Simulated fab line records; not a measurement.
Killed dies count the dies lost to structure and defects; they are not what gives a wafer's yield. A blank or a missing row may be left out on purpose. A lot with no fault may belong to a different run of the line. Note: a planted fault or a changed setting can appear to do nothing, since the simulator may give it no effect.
Matching of chambers	flow sky130	rie diel-04 running SKY_LI_CONTACT_ETCH_14: 3 sister chambers
The step etches BARC in N2/H2, stops on SiO2, time 45.9 s, target depth 60 nm. 16 wafers are shown with their chamber, then 8 later ones without.

## WAFERS, EACH WITH ITS CHAMBER
wafer	chamber	drypump motor current A (A)	oes product au (a.u.)	throttle valve pct (%)
L217.2	2	5.74	0.863	13.216
L217.3	3	5.91	0.850	13.216
L217.6	2	5.71	0.849	13.236
L219.1	1	6.24	0.858	13.239
L219.3	3	5.94	0.856	13.246
L219.4	2	5.75	0.855	13.213
L220.2	3	5.90	0.851	13.226
L220.4	2	5.72	0.856	13.234
L220.6	3	5.90	0.860	13.222
L226.2	1	6.21	0.857	13.234
L226.3	2	5.75	0.846	13.219
L226.4	3	5.91	0.853	13.226
L231.2	3	5.92	0.854	13.234
L231.3	1	6.23	0.858	13.213
L231.5	1	6.19	0.851	13.222
L232.2	3	5.91	0.857	13.215

SIGNATURES (averages over the wafers above)
reading	chamber 1	chamber 2	chamber 3	scatter within a chamber
drypump motor current A	6.2175	5.7340	5.9129	0.0174
oes product au	0.85600	0.85380	0.85443	0.00466
throttle valve pct	13.22700	13.22360	13.22643	0.011
Rule: a wafer's distance from a chamber is the root of the sum, over the readings, of the square of ((its reading less the chamber's mean) divided by the reading's scatter). The wafer belongs to the nearest chamber; if the next one is less than 2 further off, it can't be placed. The scatter: the root of (the sum of the squares of (reading less its chamber's mean) over the shown wafers, divided by (wafers less chambers)).

## WAFERS WITH NO CHAMBER GIVEN
wafer	drypump motor current A (A)	oes product au (a.u.)	throttle valve pct (%)
L232.4	6.24	0.856	13.230
L232.6	5.71	0.859	13.233
L233.1	6.16	0.853	13.231
L233.2	5.91	0.851	13.230
L233.4	6.17	0.852	13.231
L235.2	5.91	0.859	13.227
L235.4	6.16	0.849	13.225
L235.6	6.21	0.849	13.226

## WHICH CHAMBER EACH ONE RAN IN
wafer	from the rows above	in truth
L232.4	1	1
L232.6	2	2
L233.1	1	1
L233.2	3	3
L233.4	1	1
L235.2	3	3
L235.4	1	1
L235.6	1	1
Correct placement for 8 of the 8. Not placeable from these rows: 0. 0 placed wrongly.
